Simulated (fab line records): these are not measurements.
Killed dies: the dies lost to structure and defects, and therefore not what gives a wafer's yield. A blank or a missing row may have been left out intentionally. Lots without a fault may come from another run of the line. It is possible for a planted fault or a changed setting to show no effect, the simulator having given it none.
fab line records    flow sfqLine
record: lots: 14  wafers: 42  lastDay: 96
route steps=325 shown I0@43 M1@68 M2@89
lots with no fault: from the same line, run without faults
startH: hours from the record's first day to the start of the lot's first wafer shown    waitH: how many hours have passed since the lot's step before this one    " same as the row above    L1.1+2: one row covering several wafers at once    - no value, or no start given    * or withheld: withheld    < > ~ a bound
route shown NAME@n: NAME is a module with steps in the file, n the number in the route of the first one    usual: mean/standard deviation of fault-free wafers    same: alike in all rows    chamber/n: place in a boat    sites: the reading at each site    _std_site: standard deviation across them    _edge_site: the outer-site mean with the inner-site mean subtracted    radiusMm: for every site, how far away it sits from the centre of the wafer    mask NAME#n: copy n    behind: the most recent tool/chamber to have shaped the wafer    hold: cause of the lot's hold/its duration in hours/its outcome    device: the transistor (n, p or np) that didn't switch    end of line: the tests these same wafers got at the end of their route    step lacking rows: just its recipe    killed: not the wafer's yield, but the dies lost to structure and defects at the first sort    map: shows each die of a wafer: x if killed, . if not, _ if none is there
set.NAME: the setting that was run; set.NAME@STEP: the one run at that earlier step    model.NAME: the simulator's own value behind a step, which no gauge read
the route's steps for a sample of lots (tables are steps, rows are wafers)
services: a tool's chamber out of use, with start hour (startH, from the record's first day; less than 0 if before it), hours out, and reason
== steps ==
step: SFQ_TRILAYER_I0_DEP_PECVD_027
recipe: material: SiO2  tempC: 150  timeS: 111.11  pressureTorr: 2.4  rfW: 183.3  precursor: SiH4/N2O  targetThkNm: 500
usual: chamberPressureTorr: 2.400/0.0051  heaterPowerOuterW: 29/6.9  heaterPowerW: 79/13  rfFwdPowerW: 182.3/0.65  throttleValvePct: 23.6/0.83
lot.wafer  tool      chamber  startH  waitH  chamberPressureTorr  heaterPowerOuterW  heaterPowerW  rfFwdPowerW  sinceWetCleanH  throttleValvePct
L480.1     pecvd-02  2        267.41  0.0    2.409                37                 92            182.2        429             23.7
L480.5     "         1        "       "      2.403                24                 63            182.4        -               23.4
L480.6     "         2        "       "      2.404                38                 92            182.9        -               23.8
L481.1     pecvd-02  2        274.65  0.0    2.400                38                 93            181.7        436             23.6
L481.5     "         2        "       "      2.397                40                 91            181.6        -               23.5
L481.6     "         1        "       "      2.405                24                 63            183.6        -               23.3
L482.2     pecvd-02  2        284.23  0.0    2.393                35                 88            182.7        445             23.6
L482.3     "         0        "       "      2.395                39                 95            181.7        445             23.6
L482.4     "         0        "       "      2.401                26                 77            180.9        -               23.5
L486.3     pecvd-03  1        326.44  0.0    2.404                35                 92            181.8        118             23.1
L486.4     "         0        "       "      2.396                21                 65            182.3        -               22.1
L486.6     "         1        "       "      2.404                36                 94            182.6        -               23.0
L487.1     pecvd-02  0        342.17  0.0    2.401                35                 89            182.0        503             23.7
L487.5     "         2        "       "      2.393                41                 94            182.8        -               23.4
L487.6     "         1        "       "      2.393                20                 57            181.4        -               23.4
L488.4     pecvd-01  1        350.19  0.0    2.398                33                 91            182.0        -               25.1
L488.5     "         0        "       "      2.398                35                 92            180.6        -               24.6
L488.6     "         2        "       "      2.397                22                 68            182.7        -               24.0
L489.1     pecvd-01  0        358.55  0.0    2.390                33                 90            181.8        903             24.4
L489.4     "         2        "       "      2.399                25                 72            181.4        -               24.0
L489.6     "         0        "       "      2.394                35                 92            182.1        -               24.5
L491.1     pecvd-03  2        370.97  0.0    2.412                33                 86            182.0        163             21.6
L491.3     "         0        "       "      2.400                16                 59            182.7        163             21.9
L491.4     "         1        "       "      2.398                35                 91            183.2        -               22.9
L492.1     pecvd-02  1        374.57  0.0    2.397                22                 61            181.3        536             23.5
L492.4     "         1        "       "      2.401                23                 62            182.4        -               23.6
L492.6     "         2        "       "      2.405                35                 93            181.7        -               23.4
L494.4     pecvd-01  2        388.11  0.0    2.404                22                 67            182.8        -               24.3
L494.5     "         0        "       "      2.413                30                 83            180.7        -               24.1
L494.6     "         1        "       "      2.391                30                 84            182.0        -               24.8
L496.1     pecvd-02  1        409.49  0.0    2.397                17                 55            182.9        571             23.8
L496.2     "         0        "       "      2.397                37                 96            182.8        571             24.1
L496.4     "         0        "       "      2.397                39                 93            182.4        -               24.0
L497.1     pecvd-02  1        417.91  0.0    2.390                25                 67            181.5        579             23.7
L497.2     "         0        "       "      2.411                30                 83            182.3        579             24.0
L497.6     "         0        "       "      2.396                33                 88            181.4        -               23.8
L499.1     pecvd-03  2        450.00  0.0    2.400                36                 94            182.4        242             22.1
L499.3     "         0        "       "      2.400                22                 66            182.1        242             22.3
L499.6     "         1        "       "      2.397                24                 78            181.8        -               23.3
L503.2     pecvd-03  0        481.33  0.0    2.399                21                 68            182.5        273             22.6
L503.5     "         0        "       "      2.397                21                 70            182.0        -               22.5
L503.6     "         1        "       "      2.401                34                 93            183.2        -               23.3
step: SFQ_M1_OVL_MEAS_911
usual: M1_OVL: 1/5
lot.wafer  tool        chamber  startH  waitH  M1_OVL[nm]
L480.1     overlay-02  -        555.48  0.1    7
L480.5     "           -        "       "      0
L480.6     "           -        "       "      9
L481.1     overlay-02  -        563.88  0.1    -4
L481.5     "           -        "       "      5
L481.6     "           -        "       "      -7
L482.2     overlay-02  -        585.48  0.1    6
L482.3     "           -        "       "      1
L482.4     "           -        "       "      7
L486.3     overlay-01  -        633.22  0.1    3
L486.4     "           -        "       "      -4
L486.6     "           -        "       "      0
L487.1     overlay-02  -        647.61  0.1    -2
L487.5     "           -        "       "      -5
L487.6     "           -        "       "      6
L488.4     overlay-01  -        656.03  0.1    2
L488.5     "           -        "       "      3
L488.6     "           -        "       "      -5
L489.1     overlay-02  -        671.28  0.1    -5
L489.4     "           -        "       "      3
L489.6     "           -        "       "      5
L491.1     overlay-02  -        680.88  0.1    -1
L491.3     "           -        "       "      0
L491.4     "           -        "       "      5
L492.1     overlay-02  -        688.08  0.1    -5
L492.4     "           -        "       "      3
L492.6     "           -        "       "      8
L494.4     overlay-02  -        702.63  0.1    5
L494.5     "           -        "       "      0
L494.6     "           -        "       "      0
L496.1     overlay-01  -        729.13  0.1    5
L496.2     "           -        "       "      0
L496.4     "           -        "       "      3
L497.1     overlay-02  -        737.53  0.1    -10
L497.2     "           -        "       "      -4
L497.6     "           -        "       "      -5
L499.1     overlay-02  -        766.93  0.1    -2
L499.3     "           -        "       "      -7
L499.6     "           -        "       "      -14
L503.2     overlay-01  -        804.17  0.1    2
L503.5     "           -        "       "      2
L503.6     "           -        "       "      -1
step: SFQ_TRILAYER_M1_BARC_OPEN_METAL_ETCH_054
recipe: maskMaterial: PR  chemistry: O2  targetDepthNm: 125  target: BARC  icpW: 600  biasW: 80  pressureMtorr: 10  timeS: 41.7
usual: drypumpMotorCurrentA: 5.9/0.32  oesProductAu: 0.682/0.0045  rfFwdPowerW: 592.2/2.5
lot.wafer  tool         chamber  startH  waitH  drypumpMotorCurrentA  oesProductAu  rfFwdPowerW  rfHoursCounterH
L480.1     rieMetal-02  0        555.51  0.0    5.4                   0.681         591.8        16
L480.5     "            1        "       "      6.0                   0.689         590.1        -
L480.6     "            0        "       "      5.5                   0.672         592.2        -
L481.1     rieMetal-02  0        563.91  0.0    5.5                   0.677         594.5        18
L481.5     "            0        "       "      5.5                   0.679         591.1        -
L481.6     "            1        "       "      6.0                   0.681         589.5        -
L482.2     rieMetal-04  1        585.51  0.0    6.4                   0.682         593.0        18
L482.3     "            1        "       "      6.4                   0.681         594.4        -
L482.4     "            0        "       "      5.7                   0.682         593.4        -
L486.3     rieMetal-02  0        633.26  0.0    5.5                   0.687         592.9        -
L486.4     "            1        "       "      6.0                   0.689         591.6        -
L486.6     "            0        "       "      5.5                   0.677         591.4        -
L487.1     rieMetal-04  0        647.64  0.0    5.7                   0.687         592.1        59
L487.5     "            1        "       "      6.4                   0.676         596.7        -
L487.6     "            0        "       "      5.7                   0.689         596.0        -
L488.4     rieMetal-02  1        656.06  0.0    6.0                   0.680         591.5        -
L488.5     "            1        "       "      6.0                   0.681         589.8        -
L488.6     "            0        "       "      5.5                   0.679         592.8        -
L489.1     rieMetal-04  1        671.32  0.0    6.4                   0.684         594.1        27
L489.4     "            0        "       "      5.7                   0.676         590.7        -
L489.6     "            0        "       "      5.7                   0.680         594.5        -
L491.1     rieMetal-04  1        680.92  0.0    6.4                   0.675         592.2        28
L491.3     "            1        "       "      6.4                   0.683         593.5        -
L491.4     "            0        "       "      5.7                   0.682         592.1        -
L492.1     rieMetal-04  1        688.12  0.0    6.4                   0.680         592.3        29
L492.4     "            1        "       "      6.4                   0.685         594.0        -
L492.6     "            0        "       "      5.7                   0.682         595.3        -
L494.4     rieMetal-04  1        702.66  0.0    6.4                   0.681         591.7        -
L494.5     "            0        "       "      5.7                   0.675         596.2        -
L494.6     "            1        "       "      6.4                   0.692         591.5        -
L496.1     rieMetal-01  0        729.17  0.0    5.7                   0.682         588.4        15
L496.2     "            1        "       "      5.9                   0.681         593.5        51
L496.4     "            1        "       "      5.9                   0.688         593.5        -
L497.1     rieMetal-01  1        737.57  0.0    5.9                   0.678         594.0        52
L497.2     "            0        "       "      5.6                   0.678         586.7        17
L497.6     "            0        "       "      5.6                   0.679         587.0        -
L499.1     rieMetal-04  1        766.97  0.0    6.4                   0.685         595.6        40
L499.3     "            1        "       "      6.4                   0.686         594.0        -
L499.6     "            1        "       "      6.4                   0.681         594.7        -
L503.2     rieMetal-01  0        804.20  0.0    5.6                   0.675         585.4        30
L503.5     "            1        "       "      5.9                   0.683         595.7        -
L503.6     "            0        "       "      5.6                   0.675         587.5        -
step: SFQ_TRILAYER_M2_DEP_SPUTTER_055
recipe: material: Nb  basePressurePa: 1.33e-06  chamberPressurePa: 0.1333  substrateTempC: 20  resputterCathodeVoltageV: 400  targetThkNm: 200  powerW: 2000  timeS: 133.3
usual: cathodeDcPowerW: 2000.0/0.34  throttleValvePct: 29.8/0.76
lot.wafer  tool           chamber  startH  waitH  cathodeDcPowerW  throttleValvePct
L480.1     pvdSputter-04  -        720.53  0.0    2000.3           30.2
L480.5     "              -        "       "      2000.0           30.3
L480.6     "              -        "       "      1999.7           30.5
L481.1     pvdSputter-04  -        728.93  0.0    2000.9           29.7
L481.5     "              -        "       "      1999.8           29.7
L481.6     "              -        "       "      2000.3           28.4
L482.2     pvdSputter-04  -        748.43  0.0    1999.9           28.6
L482.3     "              -        "       "      1999.8           30.3
L482.4     "              -        "       "      1999.5           30.4
L486.3     pvdSputter-03  -        801.56  0.0    1999.8           30.1
L486.4     "              -        "       "      2000.3           30.6
L486.6     "              -        "       "      1999.5           29.4
L487.1     pvdSputter-04  -        815.97  0.0    2000.1           28.8
L487.5     "              -        "       "      1999.7           28.6
L487.6     "              -        "       "      2000.0           29.5
L488.4     pvdSputter-04  -        819.56  0.0    1999.4           28.7
L488.5     "              -        "       "      1999.9           28.8
L488.6     "              -        "       "      1999.6           30.5
L489.1     pvdSputter-05  -        830.37  0.0    2000.1           29.0
L489.4     "              -        "       "      2000.6           30.8
L489.6     "              -        "       "      1999.3           30.6
L491.1     pvdSputter-04  -        841.04  0.0    2000.8           28.4
L491.3     "              -        "       "      2000.3           29.4
L491.4     "              -        "       "      2000.0           30.4
L492.1     pvdSputter-03  -        852.26  0.0    1999.9           30.1
L492.4     "              -        "       "      2000.1           29.5
L492.6     "              -        "       "      1999.9           30.2
L494.4     pvdSputter-04  -        863.08  0.0    2000.1           29.6
L494.5     "              -        "       "      1999.4           30.6
L494.6     "              -        "       "      1999.8           30.4
L496.1     pvdSputter-03  -        888.40  0.0    2000.4           29.5
L496.2     "              -        "       "      2000.6           29.4
L496.4     "              -        "       "      2000.3           30.2
L497.1     pvdSputter-03  -        899.19  0.0    1922.6           29.3
L497.2     "              -        "       "      1922.7           30.5
L497.6     "              -        "       "      1922.3           29.5
L499.1     pvdSputter-03  -        920.25  0.0    1922.3           29.5
L499.3     "              -        "       "      1921.6           29.4
L499.6     "              -        "       "      1922.5           30.2
L503.2     pvdSputter-05  -        949.98  0.0    1999.6           30.8
L503.5     "              -        "       "      1999.6           30.8
L503.6     "              -        "       "      2000.6           30.6
step: SFQ_M2_RS_MEAS_914
recipe: thkMeasGauge: four-point-probe  reads: Nb_of_TRILAYER_M2_DEP_SPUTTER_055
usual: M2_NB_RS: 0.893/0.0073
lot.wafer  tool          chamber  startH  waitH  M2_NB_RS[ohm/sq]
L480.1     filmMetro-01  -        720.62  0.0    0.894
L480.5     "             -        "       "      0.898
L480.6     "             -        "       "      0.896
L481.1     filmMetro-02  -        729.02  0.0    0.905
L481.5     "             -        "       "      0.898
L481.6     "             -        "       "      0.890
L482.2     filmMetro-01  -        748.54  0.1    0.894
L482.3     "             -        "       "      0.895
L482.4     "             -        "       "      0.892
L486.3     filmMetro-01  -        801.69  0.1    0.882
L486.4     "             -        "       "      0.872
L486.6     "             -        "       "      0.889
L487.1     filmMetro-02  -        816.06  0.0    0.895
L487.5     "             -        "       "      0.894
L487.6     "             -        "       "      0.904
L488.4     filmMetro-04  -        819.71  0.1    0.890
L488.5     "             -        "       "      0.893
L488.6     "             -        "       "      0.886
L489.1     filmMetro-04  -        830.46  0.0    0.893
L489.4     "             -        "       "      0.894
L489.6     "             -        "       "      0.888
L491.1     filmMetro-04  -        841.13  0.0    0.887
L491.3     "             -        "       "      0.875
L491.4     "             -        "       "      0.885
L492.1     filmMetro-04  -        852.35  0.0    0.898
L492.4     "             -        "       "      0.893
L492.6     "             -        "       "      0.902
L494.4     filmMetro-01  -        863.23  0.1    0.883
L494.5     "             -        "       "      0.892
L494.6     "             -        "       "      0.894
L496.1     filmMetro-01  -        888.50  0.0    0.890
L496.2     "             -        "       "      0.897
L496.4     "             -        "       "      0.892
L497.1     filmMetro-02  -        899.28  0.0    0.940
L497.2     "             -        "       "      0.939
L497.6     "             -        "       "      0.931
L499.1     filmMetro-01  -        920.34  0.0    0.938
L499.3     "             -        "       "      0.925
L499.6     "             -        "       "      0.923
L503.2     filmMetro-01  -        950.09  0.1    0.890
L503.5     "             -        "       "      0.901
L503.6     "             -        "       "      0.897
step: SFQ_TRILAYER_M2_ETCH_METAL_ETCH_060
recipe: target: Nb  stopOn: SiO2  maskMaterial: PR  chemistry: Cl2/Ar  targetDepthNm: 240  icpW: 600  biasW: 80  pressureMtorr: 10  timeS: 120
usual: drypumpMotorCurrentA: 6.0/0.32  oesProductAu: 0.893/0.006  rfFwdPowerW: 596.9/2.1
lot.wafer  tool         chamber  startH   waitH  drypumpMotorCurrentA  oesProductAu  rfFwdPowerW  rfHoursCounterH
L480.1     rieMetal-03  0        875.37   0.0    6.3                   0.887         596.5        56
L480.5     "            1        "        "      5.8                   0.892         599.1        -
L480.6     "            0        "        "      6.3                   0.892         598.8        -
L481.1     rieMetal-02  0        882.57   0.0    5.4                   0.888         591.7        57
L481.5     "            1        "        "      6.0                   0.890         594.3        -
L481.6     "            0        "        "      5.4                   0.900         596.6        -
L482.2     rieMetal-04  0        904.29   0.0    5.7                   0.887         598.6        94
L482.3     "            1        "        "      6.3                   0.891         597.2        -
L482.4     "            0        "        "      5.7                   0.896         600.8        -
L486.3     rieMetal-03  0        938.20   0.1    6.3                   0.900         595.1        -
L486.4     "            1        "        "      5.8                   0.903         596.7        -
L486.6     "            1        "        "      5.8                   0.887         594.9        -
L487.1     rieMetal-04  1        950.30   0.1    6.4                   0.889         597.5        67
L487.5     "            1        "        "      6.4                   0.894         596.3        -
L487.6     "            0        "        "      5.7                   0.877         596.4        -
L488.4     rieMetal-02  1        955.13   0.1    6.0                   0.898         594.5        -
L488.5     "            0        "        "      5.4                   0.903         597.5        -
L488.6     "            1        "        "      6.0                   0.895         595.4        -
L489.1     rieMetal-03  0        964.83   0.1    6.3                   0.887         595.7        66
L489.4     "            1        "        "      5.8                   0.893         598.9        -
L489.6     "            0        "        "      6.3                   0.892         596.5        -
L491.1     rieMetal-03  1        976.81   0.0    5.8                   0.903         598.7        19
L491.3     "            0        "        "      6.4                   0.899         596.4        -
L491.4     "            1        "        "      5.8                   0.895         599.0        -
L492.1     rieMetal-04  0        985.21   0.0    5.7                   0.882         595.5        105
L492.4     "            1        "        "      6.4                   0.894         600.6        -
L492.6     "            0        "        "      5.7                   0.886         595.8        -
L494.4     rieMetal-04  1        993.65   0.1    6.4                   0.903         593.9        -
L494.5     "            1        "        "      6.4                   0.892         594.0        -
L494.6     "            0        "        "      5.6                   0.892         596.1        -
L496.1     rieMetal-04  0        1015.33  0.0    5.7                   0.897         597.7        109
L496.2     "            1        "        "      6.4                   0.886         596.3        75
L496.4     "            1        "        "      6.4                   0.894         598.3        -
L497.1     rieMetal-02  0        1026.26  0.0    5.4                   0.868         597.3        74
L497.2     "            1        "        "      6.0                   0.868         593.2        42
L497.6     "            0        "        "      5.5                   0.880         597.3        -
L499.1     rieMetal-02  0        1057.17  0.0    5.5                   0.870         601.7        79
L499.3     "            0        "        "      5.5                   0.874         600.1        -
L499.6     "            0        "        "      5.5                   0.868         598.3        -
L503.2     rieMetal-02  1        1085.97  0.0    6.0                   0.899         598.4        51
L503.5     "            1        "        "      6.0                   0.888         595.8        -
L503.6     "            0        "        "      5.5                   0.900         596.3        -
== services ==
tool           chamber  startH  hours  kind
rieMetal-02    -        261.70  2.8    pm
rieMetal-04    -        262.11  0.1    repair
rieMetal-02    0        274.83  7.9    repair
rieMetal-04    -        286.44  1.4    pm
rieMetal-04    0        336.73  6.2    repair
rieMetal-02    1        339.23  21.3   repair
pecvd-02       -        360.19  1.4    repair
pecvd-02       2        395.67  26.2   repair
rieMetal-04    0        403.94  4.1    repair
rieMetal-02    0        443.30  3.7    repair
rieMetal-02    -        473.65  1.1    repair
rieMetal-04    0        508.99  12.4   repair
rieMetal-02    -        553.95  1.3    repair
pecvd-02       2        566.01  6.3    repair
pvdSputter-04  -        637.57  0.7    repair
pecvd-02       -        677.37  0.9    repair
rieMetal-04    -        699.33  0.6    repair
rieMetal-02    -        711.10  28.1   pm
rieMetal-04    0        764.15  5.4    repair
rieMetal-02    0        813.96  10.9   repair
rieMetal-04    -        865.90  2.8    pm
rieMetal-04    1        941.54  5.8    repair
rieMetal-02    -        968.01  1.4    pm
rieMetal-02    -        996.50  14.6   pm
== key ==
firstSign: step: SFQ_TRILAYER_M2_DEP_SPUTTER_055  reading: cathodeDcPowerW  direction: down  sigmas: 99+  usual: 2000.0  struck: 1922.3
effect: step: SFQ_M2_RS_MEAS_914  reading: M2_NB_RS  direction: up  sigmas: 5.4  usual: 0.893  struck: 0.933
effect: step: SFQ_TRILAYER_M2_ETCH_METAL_ETCH_060  reading: oesProductAu  direction: down  sigmas: 3.6  usual: 0.893  struck: 0.872
metAt SFQ_TRILAYER_M2_DEP_SPUTTER_055
struckLots L497,L499
notActingAt SFQ_TRILAYER_I0_DEP_PECVD_027,SFQ_M1_OVL_MEAS_911,SFQ_TRILAYER_M1_BARC_OPEN_METAL_ETCH_054
onsetBetween 888.40 899.19
fault: kind: processParameterDrift  tool: pvdSputter-03  chamber: -  onsetH: 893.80  steps: SFQ_TRILAYER_M2_DEP_SPUTTER_055  channel: powerW  offset: -77.796  shape: step  endH: 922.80  actsIn: theseRecipesOnly  stated: 2000
